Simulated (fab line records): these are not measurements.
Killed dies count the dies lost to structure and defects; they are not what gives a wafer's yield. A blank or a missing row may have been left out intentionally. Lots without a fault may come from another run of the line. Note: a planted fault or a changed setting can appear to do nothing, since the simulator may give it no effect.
fab line records	flow sky130
record lots=24	wafers=72	lastDay=50
route steps=708 shown NWELL@76 LI_CONTACT@365 METAL1@449
lots that met no fault: taken from a fault-free run of the same line
startH: start of the lot's first displayed wafer, in hours after the record's first day	waitH: how many hours have passed since the lot's step before this one	" the same as in the row above	L1.1+2: one row covering several wafers at once	- no value, or no start was given	* or withheld: withheld	< > ~ a bound
route shown NAME@n: a module of which the file shows steps, and the number in the route of the first	usual: the fault-free wafers' mean and standard deviation	same: alike in all rows	chamber/n: place in a boat	sites: each site's reading	_std_site: how widely they spread, as a standard deviation	_edge_site: mean of outer sites minus mean of inner sites	radiusMm: for every site, how far away it sits from the centre of the wafer	mask NAME#n: copy n	behind: the most recent tool/chamber to have shaped the wafer	hold: what put the lot on hold/how long, in hours/how the hold closed	device: transistor that didn't switch, given as n, p or np	end of line: the route-end tests of the same wafers	for a step that has no rows: nothing shown but its recipe	killed: count of dies lost to structure and defects at first sort (not the wafer's yield)	map: dies across one wafer; x = killed, . = not, _ = none there
set.NAME: the setting that was run; set.NAME@STEP: the one run at that earlier step	model.NAME: the simulator's own value behind a step, which no gauge read
route steps across a sampled set of lots; one table per step, one row per wafer
services: from which hour (startH, from the record's first day; less than 0 if before it) a tool's chamber was out of use, for how many hours, and why
## steps
# step SKY_NWELL_OVL_MEAS_23
# usual NWELL_01_OVL=-0.7/1.3
lot.wafer	tool	chamber	startH	waitH	NWELL_01_OVL[nm]
L074.1	overlay-02	-	103.93	-	-1.6
L074.3	"	-	"	"	-1.6
L074.4	"	-	"	"	-1.4
L075.4	overlay-01	-	105.45	-	-1.0
L075.5	"	-	"	"	-0.5
L075.6	"	-	"	"	0.8
L076.3	overlay-01	-	112.09	-	-4.3
L076.5	"	-	"	"	-3.1
L076.6	"	-	"	"	-1.9
L077.1	overlay-01	-	118.99	-	0.2
L077.3	"	-	"	"	0.1
L077.4	"	-	"	"	-0.6
L078.2	overlay-01	-	125.58	-	-1.4
L078.3	"	-	"	"	-2.6
L078.4	"	-	"	"	-1.4
L079.3	overlay-01	-	134.90	-	-1.7
L079.4	"	-	"	"	-1.0
L079.6	"	-	"	"	-2.1
L080.1	overlay-02	-	139.02	-	-1.6
L080.3	"	-	"	"	0.5
L080.6	"	-	"	"	-1.7
L081.3	overlay-01	-	148.54	-	0.4
L081.4	"	-	"	"	1.5
L081.6	"	-	"	"	0.7
L082.4	overlay-01	-	152.01	-	-0.8
L082.5	"	-	"	"	-0.6
L082.6	"	-	"	"	-0.6
L083.1	overlay-02	-	158.93	-	0.8
L083.2	"	-	"	"	-0.1
L083.4	"	-	"	"	1.6
L084.2	overlay-01	-	163.38	-	-1.7
L084.5	"	-	"	"	-2.4
L084.6	"	-	"	"	-1.2
L085.1	overlay-01	-	166.92	-	-0.6
L085.4	"	-	"	"	1.3
L085.6	"	-	"	"	-1.0
L086.3	overlay-02	-	175.10	-	-0.1
L086.4	"	-	"	"	-2.2
L086.6	"	-	"	"	-0.3
L087.3	overlay-02	-	183.10	-	0.1
L087.4	"	-	"	"	-0.4
L087.6	"	-	"	"	-0.1
L088.2	overlay-02	-	191.30	-	1.0
L088.4	"	-	"	"	3.1
L088.6	"	-	"	"	1.7
L089.2	overlay-02	-	194.13	-	-0.1
L089.3	"	-	"	"	-2.0
L089.5	"	-	"	"	0.5
L090.3	overlay-01	-	201.56	-	-1.6
L090.5	"	-	"	"	-0.7
L090.6	"	-	"	"	-1.7
L091.1	overlay-01	-	206.02	-	-3.0
L091.3	"	-	"	"	0.5
L091.6	"	-	"	"	-2.0
L092.1	overlay-02	-	211.83	-	-0.7
L092.3	"	-	"	"	0.5
L092.5	"	-	"	"	1.1
L093.2	overlay-01	-	217.25	-	-1.3
L093.4	"	-	"	"	-3.6
L093.6	"	-	"	"	-2.4
L094.1	overlay-01	-	226.34	-	-1.7
L094.4	"	-	"	"	-2.3
L094.6	"	-	"	"	-1.8
L095.2	overlay-01	-	231.53	-	-0.2
L095.5	"	-	"	"	0.2
L095.6	"	-	"	"	0.4
L097.2	overlay-02	-	245.05	-	-2.9
L097.4	"	-	"	"	-0.8
L097.5	"	-	"	"	0.1
L096.1	overlay-02	-	245.77	-	-1.1
L096.3	"	-	"	"	-1.5
L096.4	"	-	"	"	-0.4
# step SKY_LI_CONTACT_BOW_MEAS_03
# recipe mode=bow
# usual LI_CONTACT_BOW=58/6.6
lot.wafer	tool	chamber	startH	waitH	LI_CONTACT_BOW[um]
L074.1	filmMetro-03	-	646.09	0.1	64
L074.3	"	-	"	"	64
L074.4	"	-	"	"	62
L075.4	filmMetro-04	-	648.15	0.3	63
L075.5	"	-	"	"	50
L075.6	"	-	"	"	64
L076.3	filmMetro-02	-	675.56	0.3	64
L076.5	"	-	"	"	59
L076.6	"	-	"	"	56
L077.1	filmMetro-03	-	675.66	0.1	55
L077.3	"	-	"	"	54
L077.4	"	-	"	"	54
L078.2	filmMetro-02	-	676.31	0.3	60
L078.3	"	-	"	"	76
L078.4	"	-	"	"	68
L079.3	filmMetro-03	-	688.85	0.2	52
L079.4	"	-	"	"	52
L079.6	"	-	"	"	60
L080.1	filmMetro-04	-	696.27	0.1	50
L080.3	"	-	"	"	55
L080.6	"	-	"	"	49
L081.3	filmMetro-03	-	710.12	0.1	55
L081.4	"	-	"	"	65
L081.6	"	-	"	"	63
L082.4	filmMetro-02	-	713.21	0.3	51
L082.5	"	-	"	"	51
L082.6	"	-	"	"	55
L083.1	filmMetro-03	-	726.35	0.2	63
L083.2	"	-	"	"	56
L083.4	"	-	"	"	65
L085.1	filmMetro-03	-	737.37	0.1	46
L085.4	"	-	"	"	48
L085.6	"	-	"	"	63
L084.2	filmMetro-03	-	737.77	0.3	50
L084.5	"	-	"	"	48
L084.6	"	-	"	"	62
L086.3	filmMetro-02	-	743.69	0.2	58
L086.4	"	-	"	"	59
L086.6	"	-	"	"	54
L087.3	filmMetro-04	-	761.57	0.2	51
L087.4	"	-	"	"	61
L087.6	"	-	"	"	68
L088.2	filmMetro-03	-	768.61	0.2	62
L088.4	"	-	"	"	58
L088.6	"	-	"	"	52
L089.2	filmMetro-02	-	781.01	0.3	68
L089.3	"	-	"	"	61
L089.5	"	-	"	"	44
L090.3	filmMetro-04	-	781.39	0.2	59
L090.5	"	-	"	"	65
L090.6	"	-	"	"	51
L091.1	filmMetro-02	-	787.69	0.2	66
L091.3	"	-	"	"	68
L091.6	"	-	"	"	65
L092.1	filmMetro-02	-	793.24	0.2	65
L092.3	"	-	"	"	64
L092.5	"	-	"	"	37
L093.2	filmMetro-04	-	797.69	0.3	50
L093.4	"	-	"	"	55
L093.6	"	-	"	"	57
L094.1	filmMetro-03	-	805.27	0.2	67
L094.4	"	-	"	"	71
L094.6	"	-	"	"	61
L095.2	filmMetro-04	-	814.02	0.1	52
L095.5	"	-	"	"	54
L095.6	"	-	"	"	53
L096.1	filmMetro-03	-	843.27	0.2	68
L096.3	"	-	"	"	61
L096.4	"	-	"	"	46
L097.2	filmMetro-03	-	843.68	0.3	48
L097.4	"	-	"	"	62
L097.5	"	-	"	"	51
# step SKY_LI_CONTACT_ETCH_14
# recipe chemistry=N2/H2	target=BARC	ionEnergyEv=200	sourceW=500	biasW=100	pressureMtorr=30	n2FlowSccm=100	h2FlowSccm=200	stopOn=SiO2	timeS=45.9	targetDepthA=600
# usual drypumpMotorCurrentA=5.6/0.47	oesProductAu=0.855/0.0051	throttleValvePct=13.226/0.0085
lot.wafer	tool	chamber	startH	waitH	drypumpMotorCurrentA	oesProductAu	rfHoursCounterH	throttleValvePct
L074.1	rieDiel-04	1	674.77	0.0	5.9	0.859	5	13.223
L074.3	"	2	"	"	4.9	0.846	12	13.226
L074.4	"	1	"	"	5.9	0.849	-	13.221
L075.4	rieDiel-04	1	676.72	0.0	5.9	0.844	-	13.224
L075.5	"	2	"	"	4.9	0.863	-	13.228
L075.6	"	0	"	"	5.5	0.858	-	13.214
L076.3	rieDiel-02	0	704.65	0.0	5.4	0.858	12	13.235
L076.5	"	1	"	"	6.7	0.856	-	13.224
L076.6	"	3	"	"	6.0	0.853	-	13.231
L077.1	rieDiel-01	2	704.77	0.0	5.6	0.859	6	13.213
L077.3	"	0	"	"	5.9	0.860	3	13.224
L077.4	"	1	"	"	5.1	0.856	1	13.234
L078.2	rieDiel-04	3	705.83	0.0	5.1	0.855	1	13.236
L078.3	"	0	"	"	5.5	0.852	5	13.229
L078.4	"	1	"	"	5.9	0.858	6	13.223
L079.3	rieDiel-01	1	717.53	0.0	5.1	0.853	1	13.214
L079.4	"	3	"	"	5.5	0.857	3	13.228
L079.6	"	0	"	"	5.9	0.856	-	13.215
L080.1	rieDiel-04	0	725.20	0.0	5.5	0.851	6	13.214
L080.3	"	3	"	"	5.1	0.865	1	13.215
L080.6	"	0	"	"	5.5	0.856	-	13.220
L081.3	rieDiel-02	3	738.27	0.0	6.0	0.858	14	13.233
L081.4	"	1	"	"	6.7	0.849	10	13.226
L081.6	"	1	"	"	6.7	0.857	-	13.231
L082.4	rieDiel-02	1	740.77	0.0	6.7	0.863	10	13.222
L082.5	"	0	"	"	5.4	0.854	-	13.234
L082.6	"	1	"	"	6.7	0.854	-	13.237
L083.1	rieDiel-02	0	754.87	0.0	5.4	0.855	13	13.234
L083.2	"	2	"	"	5.9	0.862	1	13.232
L083.4	"	3	"	"	6.0	0.849	14	13.221
L085.1	rieDiel-04	2	763.75	0.0	4.9	0.862	14	13.221
L085.4	"	0	"	"	5.5	0.862	7	13.230
L085.6	"	1	"	"	5.9	0.866	-	13.219
L084.2	rieDiel-01	0	765.03	0.0	5.9	0.859	4	13.233
L084.5	"	1	"	"	5.1	0.863	-	13.198
L084.6	"	0	"	"	5.9	0.859	-	13.234
L086.3	rieDiel-02	0	770.40	0.0	5.5	0.853	14	13.226
L086.4	"	1	"	"	6.7	0.851	11	13.214
L086.6	"	1	"	"	6.7	0.863	-	13.223
L087.3	rieDiel-04	3	788.22	0.0	5.1	0.854	3	13.223
L087.4	"	2	"	"	4.9	0.852	15	13.228
L087.6	"	2	"	"	4.9	0.852	-	13.226
L088.2	rieDiel-01	1	795.50	0.0	5.1	0.849	3	13.235
L088.4	"	0	"	"	5.9	0.856	5	13.228
L088.6	"	1	"	"	5.1	0.859	-	13.224
L089.2	rieDiel-04	3	807.58	0.0	5.1	0.851	3	13.219
L089.3	"	2	"	"	4.8	0.856	16	13.225
L089.5	"	2	"	"	4.8	0.856	-	13.226
L090.3	rieDiel-01	3	807.60	0.0	5.5	0.860	5	13.225
L090.5	"	1	"	"	5.1	0.860	-	13.229
L090.6	"	0	"	"	5.9	0.853	-	13.229
L091.1	rieDiel-01	0	813.70	0.0	5.9	0.849	6	13.226
L091.3	"	3	"	"	5.5	0.852	5	13.232
L091.6	"	2	"	"	5.7	0.846	-	13.222
L092.1	rieDiel-04	0	819.68	0.0	5.5	0.841	9	13.238
L092.3	"	3	"	"	5.1	0.862	4	13.218
L092.5	"	3	"	"	5.1	0.853	-	13.238
L093.2	rieDiel-02	0	824.33	0.0	5.5	0.853	15	13.215
L093.4	"	1	"	"	6.7	0.853	13	13.210
L093.6	"	3	"	"	6.0	0.855	-	13.227
L094.1	rieDiel-01	0	831.13	0.0	5.9	0.854	6	13.237
L094.4	"	3	"	"	5.5	0.859	6	13.221
L094.6	"	0	"	"	5.9	0.845	-	13.217
L095.2	rieDiel-01	1	840.43	0.0	5.1	0.851	4	13.227
L095.5	"	0	"	"	5.9	0.855	-	13.235
L095.6	"	3	"	"	5.5	0.860	-	13.221
L096.1	rieDiel-02	0	869.43	0.0	5.4	0.851	17	13.215
L096.3	"	2	"	"	5.9	0.855	4	13.229
L096.4	"	2	"	"	5.9	0.851	-	13.212
L097.2	rieDiel-04	1	870.43	0.0	5.9	0.850	11	13.223
L097.4	"	0	"	"	5.5	0.850	10	13.230
L097.5	"	2	"	"	4.9	0.851	-	13.236
# step SKY_LI_CONTACT_ETCH_15
# recipe target=PSG	chemistry=C4F8/O2/Ar	stopOn=Si	taperDeg=4.15	maskMaterial=KrF-thick	sourceW=1500	biasW=1200	pressureMtorr=40	c4f8FlowSccm=withheld	O2_flow_sccm=6	Ar_flow_sccm=300	timeS=withheld	targetDepthA=6000
# usual oesProductAu=0.837/0.0041
lot.wafer	tool	chamber	startH	waitH	oesProductAu
L074.1	rieDiel-04	1	674.82	0.0	0.831
L074.3	"	2	"	"	0.839
L074.4	"	1	"	"	0.839
L075.4	rieDiel-04	1	676.78	0.0	0.838
L075.5	"	2	"	"	0.830
L075.6	"	0	"	"	0.842
L076.3	rieDiel-02	0	704.69	0.0	0.836
L076.5	"	1	"	"	0.839
L076.6	"	3	"	"	0.835
L077.1	rieDiel-01	2	704.81	0.0	0.835
L077.3	"	0	"	"	0.835
L077.4	"	1	"	"	0.842
L078.2	rieDiel-04	3	705.88	0.0	0.837
L078.3	"	0	"	"	0.840
L078.4	"	1	"	"	0.836
L079.3	rieDiel-01	1	717.57	0.0	0.833
L079.4	"	3	"	"	0.832
L079.6	"	0	"	"	0.839
L080.1	rieDiel-04	0	725.24	0.0	0.837
L080.3	"	3	"	"	0.839
L080.6	"	0	"	"	0.838
L081.3	rieDiel-02	3	738.32	0.0	0.830
L081.4	"	1	"	"	0.836
L081.6	"	1	"	"	0.840
L082.4	rieDiel-02	1	740.82	0.0	0.838
L082.5	"	0	"	"	0.836
L082.6	"	1	"	"	0.838
L083.1	rieDiel-02	0	754.92	0.0	0.833
L083.2	"	2	"	"	0.837
L083.4	"	3	"	"	0.831
L085.1	rieDiel-04	2	763.79	0.0	0.832
L085.4	"	0	"	"	0.839
L085.6	"	1	"	"	0.839
L084.2	rieDiel-01	0	765.07	0.0	0.831
L084.5	"	1	"	"	0.840
L084.6	"	0	"	"	0.843
L086.3	rieDiel-02	0	770.44	0.0	0.836
L086.4	"	1	"	"	0.833
L086.6	"	1	"	"	0.835
L087.3	rieDiel-04	3	788.27	0.0	0.838
L087.4	"	2	"	"	0.835
L087.6	"	2	"	"	0.839
L088.2	rieDiel-01	1	795.54	0.0	0.844
L088.4	"	0	"	"	0.839
L088.6	"	1	"	"	0.842
L089.2	rieDiel-04	3	807.62	0.0	0.836
L089.3	"	2	"	"	0.841
L089.5	"	2	"	"	0.830
L090.3	rieDiel-01	3	807.64	0.0	0.834
L090.5	"	1	"	"	0.841
L090.6	"	0	"	"	0.836
L091.1	rieDiel-01	0	813.74	0.0	0.829
L091.3	"	3	"	"	0.839
L091.6	"	2	"	"	0.833
L092.1	rieDiel-04	0	819.72	0.0	0.846
L092.3	"	3	"	"	0.841
L092.5	"	3	"	"	0.828
L093.2	rieDiel-02	0	824.37	0.0	0.828
L093.4	"	1	"	"	0.834
L093.6	"	3	"	"	0.837
L094.1	rieDiel-01	0	831.17	0.0	0.835
L094.4	"	3	"	"	0.831
L094.6	"	0	"	"	0.842
L095.2	rieDiel-01	1	840.47	0.0	0.838
L095.5	"	0	"	"	0.843
L095.6	"	3	"	"	0.835
L096.1	rieDiel-02	0	869.47	0.0	0.839
L096.3	"	2	"	"	0.840
L096.4	"	2	"	"	0.830
L097.2	rieDiel-04	1	870.47	0.0	0.836
L097.4	"	0	"	"	0.833
L097.5	"	2	"	"	0.834
# step SKY_METAL1_CD_MEAS_15
# recipe targetCdNm=140
# usual cdNm=139.6/1.6
lot.wafer	tool	chamber	startH	waitH	cdNm
L074.1	cdSem-02	-	763.24	-	140.1
L074.3	"	-	"	"	139.5
L074.4	"	-	"	"	139.7
L075.4	cdSem-01	-	765.75	-	139.9
L075.5	"	-	"	"	138.2
L075.6	"	-	"	"	140.1
L076.3	cdSem-02	-	790.70	-	136.4
L076.5	"	-	"	"	136.5
L076.6	"	-	"	"	136.7
L077.1	cdSem-02	-	791.02	-	138.7
L077.3	"	-	"	"	140.4
L077.4	"	-	"	"	140.4
L078.2	cdSem-02	-	792.28	-	140.5
L078.3	"	-	"	"	139.4
L078.4	"	-	"	"	140.0
L079.3	cdSem-02	-	802.55	-	138.6
L079.4	"	-	"	"	138.7
L079.6	"	-	"	"	138.9
L080.1	cdSem-01	-	810.86	-	139.1
L080.3	"	-	"	"	139.9
L080.6	"	-	"	"	139.7
L081.3	cdSem-02	-	822.66	-	139.7
L081.4	"	-	"	"	138.7
L081.6	"	-	"	"	138.7
L082.4	cdSem-02	-	825.03	-	137.0
L082.5	"	-	"	"	138.9
L082.6	"	-	"	"	139.2
L083.1	cdSem-01	-	838.86	-	139.2
L083.2	"	-	"	"	138.9
L083.4	"	-	"	"	139.7
L085.1	cdSem-02	-	847.52	-	141.4
L085.4	"	-	"	"	142.0
L085.6	"	-	"	"	142.8
L084.2	cdSem-02	-	848.49	-	140.7
L084.5	"	-	"	"	139.5
L084.6	"	-	"	"	139.1
L086.3	cdSem-01	-	853.76	-	140.9
L086.4	"	-	"	"	140.8
L086.6	"	-	"	"	140.1
L087.3	cdSem-02	-	871.55	-	138.7
L087.4	"	-	"	"	139.8
L087.6	"	-	"	"	138.4
L088.2	cdSem-01	-	878.33	-	141.2
L088.4	"	-	"	"	140.4
L088.6	"	-	"	"	141.7
L089.2	cdSem-01	-	889.24	-	139.2
L089.3	"	-	"	"	139.7
L089.5	"	-	"	"	138.5
L090.3	cdSem-02	-	889.61	-	142.3
L090.5	"	-	"	"	141.5
L090.6	"	-	"	"	141.8
L091.1	cdSem-02	-	896.09	-	137.1
L091.3	"	-	"	"	137.6
L091.6	"	-	"	"	137.0
L092.1	cdSem-01	-	902.32	-	139.7
L092.3	"	-	"	"	141.1
L092.5	"	-	"	"	139.5
L093.2	cdSem-02	-	905.91	-	137.8
L093.4	"	-	"	"	137.9
L093.6	"	-	"	"	137.3
L094.1	cdSem-02	-	913.16	-	142.9
L094.4	"	-	"	"	139.9
L094.6	"	-	"	"	140.7
L095.2	cdSem-01	-	921.09	-	139.4
L095.5	"	-	"	"	139.2
L095.6	"	-	"	"	138.7
L096.1	cdSem-01	-	949.21	-	142.4
L096.3	"	-	"	"	142.1
L096.4	"	-	"	"	142.5
L097.2	cdSem-02	-	950.04	-	136.9
L097.4	"	-	"	"	138.8
L097.5	"	-	"	"	138.8
# step SKY_METAL1_DESCUM_17
# recipe chemistry=O2	sourcePowerW=150	biasPowerW=0	pressureMtorr=10	tempC=40	timeS=8
# usual drypumpMotorCurrentA=5.5/0.43	oesProductAu=0.998/0.0098
lot.wafer	tool	chamber	startH	waitH	drypumpMotorCurrentA	oesProductAu	rfHoursCounterH
L074.1	rieMetal-02	0	763.40	0.0	5.2	0.997	6
L074.3	"	0	"	"	5.2	0.986	-
L074.4	"	1	"	"	5.1	1.011	-
L075.4	rieMetal-04	0	765.86	0.0	5.9	0.992	-
L075.5	"	0	"	"	5.9	0.975	-
L075.6	"	1	"	"	5.5	0.995	-
L076.3	rieMetal-04	1	790.83	0.0	5.5	1.001	-
L076.5	"	1	"	"	5.5	1.007	-
L076.6	"	0	"	"	5.9	0.986	-
L077.1	rieMetal-03	1	791.18	0.0	5.9	1.012	2
L077.3	"	1	"	"	5.9	0.999	-
L077.4	"	0	"	"	6.2	1.000	-
L078.2	rieMetal-02	1	792.42	0.0	5.0	1.009	4
L078.3	"	1	"	"	5.1	1.011	-
L078.4	"	0	"	"	5.2	0.994	-
L079.3	rieMetal-02	0	802.68	0.0	5.2	0.988	-
L079.4	"	1	"	"	5.0	1.008	-
L079.6	"	1	"	"	5.0	0.999	-
L080.1	rieMetal-03	0	811.02	0.0	6.2	0.994	1
L080.3	"	1	"	"	5.9	1.011	-
L080.6	"	1	"	"	5.9	0.995	-
L081.3	rieMetal-03	1	822.79	0.0	5.9	1.002	-
L081.4	"	0	"	"	6.1	1.003	-
L081.6	"	0	"	"	6.2	0.996	-
L082.4	rieMetal-04	0	825.14	0.0	5.9	0.985	-
L082.5	"	1	"	"	5.5	1.002	-
L082.6	"	0	"	"	6.0	0.999	-
L083.1	rieMetal-02	1	839.02	0.0	5.0	1.014	6
L083.2	"	0	"	"	5.2	0.992	9
L083.4	"	0	"	"	5.2	0.987	-
L085.1	rieMetal-03	0	847.68	0.0	6.2	1.001	3
L085.4	"	0	"	"	6.2	0.996	-
L085.6	"	1	"	"	5.9	1.007	-
L084.2	rieMetal-02	1	848.63	0.0	5.0	1.017	6
L084.5	"	0	"	"	5.2	0.988	-
L084.6	"	1	"	"	5.0	1.009	-
L086.3	rieMetal-03	1	853.89	0.0	5.9	1.004	-
L086.4	"	0	"	"	6.1	0.996	-
L086.6	"	0	"	"	6.1	0.995	-
L087.3	rieMetal-02	0	871.68	0.0	5.2	0.984	-
L087.4	"	1	"	"	5.0	1.007	-
L087.6	"	1	"	"	5.0	1.010	-
L088.2	rieMetal-03	1	878.47	0.0	5.9	1.000	6
L088.4	"	0	"	"	6.2	0.996	-
L088.6	"	1	"	"	5.9	1.019	-
L089.2	rieMetal-04	0	889.38	0.0	6.0	0.979	10
L089.3	"	0	"	"	5.9	0.982	-
L089.5	"	1	"	"	5.5	0.996	-
L090.3	rieMetal-02	0	889.74	0.0	5.2	1.004	-
L090.5	"	1	"	"	5.0	1.020	-
L090.6	"	0	"	"	5.2	1.002	-
L091.1	rieMetal-04	0	896.25	0.0	5.9	0.976	10
L091.3	"	0	"	"	5.9	0.980	-
L091.6	"	1	"	"	5.5	0.990	-
L092.1	rieMetal-02	1	902.48	0.0	5.0	1.013	9
L092.3	"	1	"	"	5.0	0.999	-
L092.5	"	1	"	"	5.0	1.006	-
L093.2	rieMetal-02	1	906.05	0.0	5.0	1.000	9
L093.4	"	1	"	"	5.0	1.009	-
L093.6	"	0	"	"	5.2	0.984	-
L094.1	rieMetal-02	0	913.32	0.0	5.2	0.981	12
L094.4	"	1	"	"	5.0	1.011	-
L094.6	"	1	"	"	5.0	0.999	-
L095.2	rieMetal-03	0	921.23	0.0	6.2	1.005	6
L095.5	"	1	"	"	5.9	0.999	-
L095.6	"	0	"	"	6.2	0.997	-
L096.1	rieMetal-02	1	949.37	0.0	5.0	1.010	11
L096.3	"	0	"	"	5.2	0.988	-
L096.4	"	1	"	"	5.0	1.003	-
L097.2	rieMetal-04	1	950.18	0.0	5.5	0.998	12
L097.4	"	0	"	"	5.9	0.983	-
L097.5	"	1	"	"	5.5	0.997	-
## services
tool	chamber	startH	hours	kind
rieMetal-02	-	660.57	4.0	pm
rieDiel-04	3	660.78	-	clean
rieDiel-04	3	660.78	19.5	scheduledDown
rieDiel-04	3	660.78	19.5	ventCycle
rieDiel-02	-	662.93	0.4	repair
rieDiel-02	2	703.17	-	clean
rieDiel-02	2	703.17	22.7	scheduledDown
rieDiel-02	2	703.17	22.7	ventCycle
rieMetal-03	1	721.76	-	clean
rieMetal-03	1	721.76	20.5	scheduledDown
rieDiel-01	2	724.95	10.0	repair
rieMetal-02	-	739.69	2.8	pm
rieDiel-01	2	752.50	2.7	repair
rieDiel-02	-	758.98	1.9	repair
rieDiel-01	2	804.33	4.3	repair
rieDiel-02	1	815.38	6.3	repair
rieDiel-02	-	825.16	15.6	pm
rieDiel-02	1	847.68	1.3	repair
rieMetal-02	-	849.35	0.2	repair
rieDiel-02	1	862.06	12.6	repair
rieMetal-04	-	865.22	14.6	pm
rieMetal-02	0	892.33	1.4	repair
rieMetal-03	1	909.49	4.4	repair
rieDiel-02	0	925.98	8.3	repair
## key
fault none
